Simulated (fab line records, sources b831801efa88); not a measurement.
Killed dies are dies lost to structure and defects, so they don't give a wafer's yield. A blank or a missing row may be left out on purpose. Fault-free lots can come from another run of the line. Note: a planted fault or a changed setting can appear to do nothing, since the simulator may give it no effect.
Chamber matching | flow gf180mcu | GF_V5_CMP_26 on cmp-01: 4 sister chambers
The step polishes, stops on SiO2, t overpolish 15 s, target thk 0 nm. 8 wafers are shown with their chamber, then 7 later ones without.

## WAFERS PAIRED WITH THEIR CHAMBERS
wafer  | chamber | motorCurrentA (A) | timeToEndpointS (s)
L922.5 | 0       | 10.2              | 83
L930.5 | 2       | 10.4              | 85
L931.2 | 1       | 10.5              | 85
L931.5 | 0       | 9.9               | 83
L936.2 | 2       | 10.8              | 84
L936.6 | 3       | 12.0              | 87
L937.3 | 1       | 10.9              | 82
L937.4 | 3       | 11.7              | 87

## WAFERS WITHOUT THEIR CHAMBER
wafer  | motorCurrentA (A) | timeToEndpointS (s)
L937.6 | 10.7              | 85
L938.2 | 10.8              | 78
L938.3 | 12.0              | 88
L938.6 | 10.8              | 80
L940.3 | 10.1              | 82
L940.4 | 10.2              | 84
L940.6 | 11.1              | 85

## THE CHAMBER EACH PASSED THROUGH
wafer  | from the rows above          | in truth
L937.6 | can't be placed: 2 or 1      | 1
L938.2 | can't be placed: 1 or 0 or 2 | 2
L938.3 | 3                            | 3
L938.6 | can't be placed: 1 or 0 or 2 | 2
L940.3 | can't be placed: 0 or 1      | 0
L940.4 | can't be placed: 0 or 2 or 1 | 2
L940.6 | can't be placed: 2 or 1 or 3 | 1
Correctly placed: 1 of 7. These rows do not allow placing 6 (true chamber among the candidates in 6). Number placed wrongly: 0.
How it was worked out, from the rows above alone: a wafer's distance from a chamber is the root of the sum, over the readings, of the square of ((its reading less the chamber's mean) divided by the reading's scatter). If the next closest chamber is less than 2 further off than the closest, the wafer can't be placed; otherwise it belongs to the closest. The mean given for a chamber averages the wafers shown for that chamber. The scatter: the root of (the sum of the squares of (reading less its chamber's mean) over the shown wafers, divided by (wafers less chambers)).
